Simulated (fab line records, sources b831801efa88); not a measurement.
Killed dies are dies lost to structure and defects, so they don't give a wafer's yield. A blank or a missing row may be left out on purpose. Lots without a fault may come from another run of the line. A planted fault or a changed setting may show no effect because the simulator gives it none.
Which tool did it? | flow gf180mcu | 10 lots, 29 wafers sampled, at 3 steps of a route of 602

WHAT THE GAUGES READ, wafer by wafer
GF_V3_RS_MEAS_24: measures by four-point-probe.
lot  | measured     | on            | V3_W_RS (ohm/sq)
L834 | day 22 16:59 | film_metro-02 | 0.322 0.323 0.317
L837 | day 23 18:21 | film_metro-04 | 0.324 0.322 0.319
L840 | day 24 18:49 | film_metro-01 | 0.334 0.333 0.328
L842 | day 25 08:52 | film_metro-01 | 0.327 0.332 0.329
L841 | day 25 10:44 | film_metro-04 | 0.334 0.330 0.333
L846 | day 26 17:46 | film_metro-01 | 0.236 0.238 0.236 0.239
L851 | day 27 23:29 | film_metro-01 | 0.334 0.330 0.331
L854 | day 28 20:02 | film_metro-02 | 0.335 0.333 0.335
L855 | day 29 02:41 | film_metro-02 | 0.326 0.339 0.327
L856 | day 29 09:53 | film_metro-02 | 0.333 0.332 0.326

WHICH TOOL RAN EACH LOT (tool, then ch and the chambers of the sampled wafers, then the start)
lot  | GF_V3_ETCH_16                      | GF_V3_CVD_23
L834 | rie_diel-04 ch 2,3, day 22 16:04   | cvd_w-01 ch 0,1, day 22 16:52
L837 | rie_diel-03 ch 0,2, day 23 17:26   | cvd_w-01 ch 0,1, day 23 18:14
L840 | rie_diel-02 ch 0,2,3, day 24 17:52 | cvd_w-02 ch 0, day 24 18:41
L842 | rie_diel-02 ch 0,2, day 25 07:56   | cvd_w-02 ch 0,1, day 25 08:44
L841 | rie_diel-03 ch 0,3, day 25 09:47   | cvd_w-02 ch 0,1, day 25 10:37
L846 | rie_diel-03 ch 0,3, day 26 16:49   | cvd_w-01 ch 0, day 26 17:38
L851 | rie_diel-04 ch 1,3, day 27 22:34   | cvd_w-02 ch 0,1, day 27 23:22
L854 | rie_diel-03 ch 2,3, day 28 19:07   | cvd_w-02 ch 0,1, day 28 19:55
L855 | rie_diel-03 ch 1,3, day 29 01:49   | cvd_w-02 ch 0,1, day 29 02:35
L856 | rie_diel-02 ch 0,1,2, day 29 09:01 | cvd_w-02 ch 0,1, day 29 09:46
- GF_V3_ETCH_16: etches BARC in N2/H2.
- GF_V3_CVD_23: deposits W, target thk 350 nm, time 104.9 s.

THE ANSWER, worked out from the rows above alone
Rule: what is usual is taken from the lots themselves. Put in order of their means at a reading, lots are off if they are a third of the lots or fewer, leave a main group of 4 or more, and stand apart from it by a gap of 3 or more times the standard deviation of the main group's means; of several such gaps the widest counts. A main group whose means are all the same, to the digits that the tables above print for the reading, isn't used. A lot without any number at a reading at which 4 lots or more have one is off too. The other lots that the step has rows for count as sound.
Off: L846, at GF_V3_RS_MEAS_24 (V3_W_RS). The main group: mean 0.329 ohm/sq, standard deviation 0.0045.
A tool fits if, at a process step before that reading, it ran every lot that is off, and no sound lot after the first of them. The gauges at GF_V3_RS_MEAS_24 are tried like those tools. One fits: cvd_w-01 at GF_V3_CVD_23. Its last sound lot is L837 (day 23 18:14), its first lot that is off L846 (day 26 17:38): a fault that began between those two fits.

WHAT THE SIMULATOR HAD PUT IN
Process parameter drift: cvd_w-01, from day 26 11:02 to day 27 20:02, at GF_V3_CVD_23. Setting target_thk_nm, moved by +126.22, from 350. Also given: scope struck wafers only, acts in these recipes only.
Lots struck among those shown: L846. The rule above found the same.
